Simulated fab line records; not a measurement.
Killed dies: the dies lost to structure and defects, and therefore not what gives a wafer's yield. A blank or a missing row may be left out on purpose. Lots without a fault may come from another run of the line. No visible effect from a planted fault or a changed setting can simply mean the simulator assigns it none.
A sampling plan put to the test	flow gf180mcu	one fab line, 49 faults that these records tell of, each judged on the records of the lots that it struck
Plan = the line's own looks (route steps where a gauge or an inspection reads the wafer without altering it). A look is open to judgement when struck wafers have a number at it and the file gives its usual mean and standard deviation on fault-free wafers. Caught: at a look after the fault's first step, the mean of the struck wafers lies 4 or more of those standard deviations (sigma) from the usual mean. On the tool: the same test on the tool's own readings at the fault's steps. Also counted as caught: the struck wafers showing another recipe, or a record that is empty for them alone.

THE FAULTS, as the simulator had put them in
1. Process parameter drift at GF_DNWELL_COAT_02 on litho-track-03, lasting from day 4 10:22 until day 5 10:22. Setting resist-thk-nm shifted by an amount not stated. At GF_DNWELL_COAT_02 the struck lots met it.
2. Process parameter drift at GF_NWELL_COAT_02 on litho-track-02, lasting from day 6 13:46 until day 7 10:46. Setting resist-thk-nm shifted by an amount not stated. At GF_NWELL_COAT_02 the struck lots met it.
3. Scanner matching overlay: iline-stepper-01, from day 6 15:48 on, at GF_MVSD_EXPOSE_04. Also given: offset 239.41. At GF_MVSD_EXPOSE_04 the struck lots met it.
4. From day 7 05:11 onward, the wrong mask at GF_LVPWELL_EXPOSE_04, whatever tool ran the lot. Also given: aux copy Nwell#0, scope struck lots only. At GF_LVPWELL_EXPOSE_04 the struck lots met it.
5. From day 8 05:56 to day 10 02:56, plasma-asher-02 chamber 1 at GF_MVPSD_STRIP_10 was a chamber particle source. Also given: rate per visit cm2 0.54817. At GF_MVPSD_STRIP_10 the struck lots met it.
6. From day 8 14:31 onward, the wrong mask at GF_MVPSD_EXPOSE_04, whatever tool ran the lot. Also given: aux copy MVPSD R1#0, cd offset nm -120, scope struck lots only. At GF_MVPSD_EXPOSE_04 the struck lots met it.
7. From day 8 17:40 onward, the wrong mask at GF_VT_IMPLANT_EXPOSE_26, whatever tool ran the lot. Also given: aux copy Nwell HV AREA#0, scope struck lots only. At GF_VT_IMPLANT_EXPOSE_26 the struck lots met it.
8. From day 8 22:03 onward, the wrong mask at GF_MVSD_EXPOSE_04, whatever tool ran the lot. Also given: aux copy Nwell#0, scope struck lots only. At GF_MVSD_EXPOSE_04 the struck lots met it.
9. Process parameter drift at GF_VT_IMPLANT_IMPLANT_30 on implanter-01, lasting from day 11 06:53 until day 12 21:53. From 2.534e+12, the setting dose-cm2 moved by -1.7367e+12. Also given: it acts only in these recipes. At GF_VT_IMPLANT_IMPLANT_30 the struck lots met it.
10. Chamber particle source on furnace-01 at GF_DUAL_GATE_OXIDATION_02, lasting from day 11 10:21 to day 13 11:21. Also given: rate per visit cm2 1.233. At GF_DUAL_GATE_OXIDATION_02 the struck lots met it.
11. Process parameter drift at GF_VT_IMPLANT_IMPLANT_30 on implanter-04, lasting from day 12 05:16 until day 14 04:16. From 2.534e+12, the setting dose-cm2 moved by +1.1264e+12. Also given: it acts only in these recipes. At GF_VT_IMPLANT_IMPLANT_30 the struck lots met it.
12. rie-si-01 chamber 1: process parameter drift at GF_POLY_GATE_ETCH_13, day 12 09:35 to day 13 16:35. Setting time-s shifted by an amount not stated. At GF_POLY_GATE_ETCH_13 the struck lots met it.
13. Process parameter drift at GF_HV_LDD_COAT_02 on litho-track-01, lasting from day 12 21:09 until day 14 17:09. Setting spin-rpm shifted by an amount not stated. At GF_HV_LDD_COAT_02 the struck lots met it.
14. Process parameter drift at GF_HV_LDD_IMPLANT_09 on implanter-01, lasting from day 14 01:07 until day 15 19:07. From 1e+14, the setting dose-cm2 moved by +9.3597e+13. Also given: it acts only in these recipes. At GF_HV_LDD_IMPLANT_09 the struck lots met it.
15. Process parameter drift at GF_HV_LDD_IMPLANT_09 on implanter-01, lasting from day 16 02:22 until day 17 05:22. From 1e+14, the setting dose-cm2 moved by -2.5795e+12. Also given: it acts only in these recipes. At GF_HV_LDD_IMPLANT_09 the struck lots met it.
16. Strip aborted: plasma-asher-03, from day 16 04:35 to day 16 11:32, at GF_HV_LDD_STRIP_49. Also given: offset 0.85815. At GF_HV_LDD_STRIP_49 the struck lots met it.
17. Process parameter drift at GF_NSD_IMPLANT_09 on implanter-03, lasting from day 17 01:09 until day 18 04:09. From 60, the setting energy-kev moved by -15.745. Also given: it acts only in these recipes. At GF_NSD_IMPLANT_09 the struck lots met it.
18. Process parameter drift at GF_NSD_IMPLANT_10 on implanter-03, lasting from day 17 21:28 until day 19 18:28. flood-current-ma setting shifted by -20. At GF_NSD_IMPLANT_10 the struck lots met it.
19. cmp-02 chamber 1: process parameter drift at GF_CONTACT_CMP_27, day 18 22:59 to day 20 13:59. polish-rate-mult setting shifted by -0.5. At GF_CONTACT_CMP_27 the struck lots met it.
20. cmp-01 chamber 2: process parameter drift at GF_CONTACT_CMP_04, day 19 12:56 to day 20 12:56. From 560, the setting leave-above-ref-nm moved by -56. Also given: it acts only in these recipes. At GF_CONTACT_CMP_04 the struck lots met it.
21. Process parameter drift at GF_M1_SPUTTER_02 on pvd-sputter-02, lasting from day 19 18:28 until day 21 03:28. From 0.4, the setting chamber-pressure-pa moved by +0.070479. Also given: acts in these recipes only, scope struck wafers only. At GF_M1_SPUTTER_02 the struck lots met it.
22. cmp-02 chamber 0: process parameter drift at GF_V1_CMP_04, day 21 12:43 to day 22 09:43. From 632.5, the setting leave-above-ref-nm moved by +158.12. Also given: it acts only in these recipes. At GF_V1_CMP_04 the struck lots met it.
23. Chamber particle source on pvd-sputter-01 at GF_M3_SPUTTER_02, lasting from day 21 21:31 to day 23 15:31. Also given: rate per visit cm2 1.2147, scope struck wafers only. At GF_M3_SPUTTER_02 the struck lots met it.
24. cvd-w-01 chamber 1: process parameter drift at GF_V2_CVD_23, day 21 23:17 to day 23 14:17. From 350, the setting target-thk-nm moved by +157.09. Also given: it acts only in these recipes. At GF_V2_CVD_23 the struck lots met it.
25. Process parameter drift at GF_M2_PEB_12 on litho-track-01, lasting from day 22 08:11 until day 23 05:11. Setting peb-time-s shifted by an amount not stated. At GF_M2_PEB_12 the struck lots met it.
26. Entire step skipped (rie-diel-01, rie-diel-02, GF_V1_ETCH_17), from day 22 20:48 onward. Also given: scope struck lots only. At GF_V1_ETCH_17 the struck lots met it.
27. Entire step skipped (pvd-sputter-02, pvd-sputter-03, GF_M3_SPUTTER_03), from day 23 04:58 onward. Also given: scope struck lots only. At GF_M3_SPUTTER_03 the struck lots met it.
28. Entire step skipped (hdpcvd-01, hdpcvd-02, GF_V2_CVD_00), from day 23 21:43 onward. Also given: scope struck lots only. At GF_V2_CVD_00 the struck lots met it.
29. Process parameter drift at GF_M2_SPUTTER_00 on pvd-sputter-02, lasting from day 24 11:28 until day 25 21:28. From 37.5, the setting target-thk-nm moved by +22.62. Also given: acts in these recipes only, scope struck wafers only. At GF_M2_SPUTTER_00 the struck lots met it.
30. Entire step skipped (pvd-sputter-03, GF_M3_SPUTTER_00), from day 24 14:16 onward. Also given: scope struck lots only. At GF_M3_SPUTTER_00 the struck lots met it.
31. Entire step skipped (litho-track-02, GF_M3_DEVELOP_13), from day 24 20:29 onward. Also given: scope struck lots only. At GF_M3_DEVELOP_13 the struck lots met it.
32. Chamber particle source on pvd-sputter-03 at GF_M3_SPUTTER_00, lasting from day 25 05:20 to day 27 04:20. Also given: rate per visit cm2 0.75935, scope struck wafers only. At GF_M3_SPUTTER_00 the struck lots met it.
33. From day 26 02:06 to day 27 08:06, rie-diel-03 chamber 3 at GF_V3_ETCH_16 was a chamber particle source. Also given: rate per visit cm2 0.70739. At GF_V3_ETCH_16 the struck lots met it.
34. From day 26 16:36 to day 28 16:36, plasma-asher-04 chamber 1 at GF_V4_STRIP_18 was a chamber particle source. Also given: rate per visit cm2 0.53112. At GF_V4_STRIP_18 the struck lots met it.
35. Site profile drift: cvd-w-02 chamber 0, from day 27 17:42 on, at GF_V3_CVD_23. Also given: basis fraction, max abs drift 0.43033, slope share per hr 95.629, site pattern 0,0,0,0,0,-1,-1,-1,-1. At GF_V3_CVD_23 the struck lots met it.
36. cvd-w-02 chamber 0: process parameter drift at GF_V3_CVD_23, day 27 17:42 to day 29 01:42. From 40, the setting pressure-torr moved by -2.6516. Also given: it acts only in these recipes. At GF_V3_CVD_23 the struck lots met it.
37. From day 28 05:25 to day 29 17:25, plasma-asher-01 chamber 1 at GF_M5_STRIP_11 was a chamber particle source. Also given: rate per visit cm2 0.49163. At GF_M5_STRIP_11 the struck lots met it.
38. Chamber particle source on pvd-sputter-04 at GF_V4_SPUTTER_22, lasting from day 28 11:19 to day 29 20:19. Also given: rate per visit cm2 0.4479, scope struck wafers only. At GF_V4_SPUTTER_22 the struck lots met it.
39. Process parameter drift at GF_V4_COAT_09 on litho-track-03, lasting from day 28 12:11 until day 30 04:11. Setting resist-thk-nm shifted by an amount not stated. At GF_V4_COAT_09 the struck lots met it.
40. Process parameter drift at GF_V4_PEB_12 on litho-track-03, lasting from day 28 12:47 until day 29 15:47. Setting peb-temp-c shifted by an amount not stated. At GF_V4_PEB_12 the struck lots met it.
41. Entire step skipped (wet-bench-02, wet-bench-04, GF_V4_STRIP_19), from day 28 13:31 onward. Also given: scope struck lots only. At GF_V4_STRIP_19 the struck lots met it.
42. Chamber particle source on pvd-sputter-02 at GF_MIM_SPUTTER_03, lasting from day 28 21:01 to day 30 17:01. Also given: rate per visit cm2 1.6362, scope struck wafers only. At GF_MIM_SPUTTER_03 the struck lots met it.
43. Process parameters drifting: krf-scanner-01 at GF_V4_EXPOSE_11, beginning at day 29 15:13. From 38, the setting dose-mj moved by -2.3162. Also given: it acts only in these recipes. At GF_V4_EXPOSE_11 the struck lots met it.
44. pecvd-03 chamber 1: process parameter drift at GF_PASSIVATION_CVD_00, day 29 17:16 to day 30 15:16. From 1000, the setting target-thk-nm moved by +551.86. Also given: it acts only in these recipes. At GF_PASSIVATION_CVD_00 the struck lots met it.
45. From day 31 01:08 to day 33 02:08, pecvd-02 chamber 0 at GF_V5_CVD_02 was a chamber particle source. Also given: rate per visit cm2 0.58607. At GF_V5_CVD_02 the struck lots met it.
46. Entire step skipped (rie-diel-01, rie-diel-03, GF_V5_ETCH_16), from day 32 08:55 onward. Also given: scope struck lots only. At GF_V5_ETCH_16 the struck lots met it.
47. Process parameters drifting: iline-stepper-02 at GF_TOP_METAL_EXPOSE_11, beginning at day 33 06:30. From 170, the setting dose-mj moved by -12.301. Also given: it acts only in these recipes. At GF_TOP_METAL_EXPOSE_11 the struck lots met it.
48. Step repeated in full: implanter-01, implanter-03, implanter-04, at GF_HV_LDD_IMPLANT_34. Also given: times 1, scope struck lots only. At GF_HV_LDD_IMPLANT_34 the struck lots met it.
49. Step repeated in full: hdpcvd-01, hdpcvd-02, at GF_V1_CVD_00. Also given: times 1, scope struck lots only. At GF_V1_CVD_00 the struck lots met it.

WHAT THE PLAN SAW
fault	on the tool itself	first look that catches it	reading, sigma	median hours from its first step to that look	hours from the fault's start to the first struck lot there	judged looks passed uncaught
1	under 2 sigma	none of the 2 looks that can be judged after it	-	-	-	2
2	under 2 sigma	not the one look that can be judged after it	-	-	-	1
3	no reading that can be judged	GF_MVSD_OVL_MEAS_07	MVSD_OVL +99 or beyond	7.6	9	0
4	no reading that can be judged	GF_LVPWELL_TW_MEAS_11	LVPWELL_TW -99 or beyond	8.2	13	0
5	under 2 sigma	no look after it can be judged	-	-	-	0
6	no reading that can be judged	none of the 2 looks that can be judged after it	-	-	-	2
7	no reading that can be judged	GF_VT_IMPLANT_TW_MEAS_32	VT_IMPLANT_3_TW -99 or beyond	9.0	12	0
8	no reading that can be judged	GF_MVSD_TW_MEAS_11	MVSD_TW -99 or beyond	8.7	13	0
9	dose-ions-cm2 -99 or beyond sigma	GF_VT_IMPLANT_TW_MEAS_32	VT_IMPLANT_3_TW -44	0.2	21	0
10	under 2 sigma	no look after it can be judged	-	-	-	0
11	dose-ions-cm2 +99 or beyond sigma	GF_VT_IMPLANT_TW_MEAS_32	VT_IMPLANT_3_TW +17	0.2	18	0
12	run-length-s -14 sigma	no look after it can be judged	-	-	-	0
13	spin-speed-rpm +47 sigma	none of the 2 looks that can be judged after it	-	-	-	2
14	dose-ions-cm2 +99 or beyond sigma	GF_HV_LDD_TW_MEAS_11	HV_LDD_TW +36	0.2	8	0
15	dose-ions-cm2 -24 sigma	GF_HV_LDD_RS_MEAS_53	HV_LDD_RS +6.1	72.4	77	1
16	oes-product-au +40 sigma	no look after it can be judged	-	-	-	0
17	beam-energy-keV -99 or beyond sigma	GF_NSD_TW_MEAS_12	NSD_TW -8.3	0.4	3	0
18	no reading that can be judged	none of the 9 looks that can be judged after it	-	-	-	9
19	overpolish-run-s -99 or beyond sigma	no look after it can be judged	-	-	-	0
20	only faintly: time-to-endpoint-s +2.6 sigma	not the one look that can be judged after it	-	-	-	1
21	chamber-pressure-pa +88 sigma	GF_M1_RS_MEAS_05	M1_ALCU_RS +5.2	0.1	29	0
22	time-to-endpoint-s -6.8 sigma	none of the 5 looks that can be judged after it	-	-	-	5
23	under 2 sigma	none of the 7 looks that can be judged after it	-	-	-	7
24	under 2 sigma	GF_V2_RS_MEAS_24	V2_W_RS -15	0.1	3	0
25	under 2 sigma	GF_M2_CD_MEAS_14	cd-nm -4.5	0.3	5	0
26	the tool's record is blank for the struck wafers	no look after it can be judged	-	-	-	0
27	the tool's record is blank for the struck wafers	no look after it can be judged	-	-	-	0
28	the tool's record is blank for the struck wafers	GF_V2_BOW_MEAS_05	V2_BOW -4.1	0.6	4	0
29	under 2 sigma	no look after it can be judged	-	-	-	0
30	the tool's record is blank for the struck wafers	no look after it can be judged	-	-	-	0
31	no reading that can be judged	no look after it can be judged	-	-	-	0
32	under 2 sigma	no look after it can be judged	-	-	-	0
33	under 2 sigma	not the one look that can be judged after it	-	-	-	1
34	under 2 sigma	none of the 3 looks that can be judged after it	-	-	-	3
35	under 2 sigma	GF_V3_RS_MEAS_24	V3_W_RS +16	0.1	25	0
36	chamber-pressure-Torr -30 sigma	not the one look that can be judged after it	-	-	-	1
37	under 2 sigma	no look after it can be judged	-	-	-	0
38	under 2 sigma	none of the 2 looks that can be judged after it	-	-	-	2
39	under 2 sigma	not the one look that can be judged after it	-	-	-	1
40	heater-power-total-W +36 sigma	GF_V4_CD_MEAS_14	cd-nm +7.5	0.3	2	0
41	the tool's record is blank for the struck wafers	no look after it can be judged	-	-	-	0
42	under 2 sigma	no look after it can be judged	-	-	-	0
43	exposure-dose-mJ-cm2 -58 sigma	GF_V4_CD_MEAS_14	cd-nm -8.5	9.6	19	0
44	under 2 sigma	GF_PASSIVATION_THK_MEAS_01	PASSIVATION_CVD_00_THK +38	0.1	5	0
45	under 2 sigma	no look after it can be judged	-	-	-	0
46	the tool's record is blank for the struck wafers	no look after it can be judged	-	-	-	0
47	exposure-dose-mJ-cm2 -40 sigma	GF_TOP_METAL_CD_MEAS_14	cd-nm +10	7.4	11	0
48	under 2 sigma	GF_HV_LDD_TW_MEAS_38	HV_LDD_3_TW +16	0.9	-	0
49	under 2 sigma	GF_V1_THK_MEAS_01	V1_CVD_00_THK +71	0.3	-	0
A dash: the fault is not caught, or the number is missing from these records.

Caught at a look: 20 of 49. Caught on the tool: 21 of 49. By one or the other: 31 of 49.
Faults 12, 13, 16, 19, 22, 26, 27, 30, 36, 41, 46 were caught on the tool alone.
Caught at a look alone: faults 3, 4, 7, 8, 24, 25, 35, 44, 48, 49.
Caught by neither: faults 1, 2, 5, 6, 10, 18, 20, 23, 29, 31, 32, 33, 34, 37, 38, 39, 42, 45.

THINNER SAMPLING
If the look that catches a fault measured only every second or every third lot, by lot number, the first struck lot would be measured this late in the worst case:
fault	struck lots at that look, in order of time	every lot	every second lot	every third lot
3	L741, L743	9 h	may miss all 2	may miss all 2
4	L135	13 h	may miss it	may miss it
7	L680	12 h	may miss it	may miss it
8	L535	13 h	may miss it	may miss it
9	L681, L684	21 h	33 h	may miss all 2
11	L654, L655	18 h	26 h	may miss all 2
14	L425, L426	8 h	16 h	may miss all 2
15	L323, L325	77 h	may miss all 2	may miss all 2
17	L598, L599	3 h	12 h	may miss all 2
21	L834	29 h	may miss it	may miss it
24	L417, L418	3 h	13 h	may miss all 2
25	L167, L168	5 h	20 h	may miss all 2
28	L828, L829, L830	4 h	13 h	20 h
35	L802	25 h	may miss it	may miss it
40	L555, L557	2 h	may miss all 2	may miss all 2
43	L771, L772	19 h	21 h	may miss all 2
44	L934, L936	5 h	may miss all 2	may miss all 2
47	L761, L763	11 h	may miss all 2	may miss all 2
Hours are from the fault's start to the first struck lot that is measured. The limit of 4 sigma was tested on all struck wafers together, so one lot alone may lie under it. Other struck lots may not be in these records.

THE LONGEST TIMED WAY FROM STEP TO LOOK
In fault 15, a median of 72.4 hours elapses between GF_HV_LDD_IMPLANT_09 and GF_HV_LDD_RS_MEAS_53. The look between them that can be judged stayed within 4 sigma: GF_HV_LDD_TW_MEAS_23.
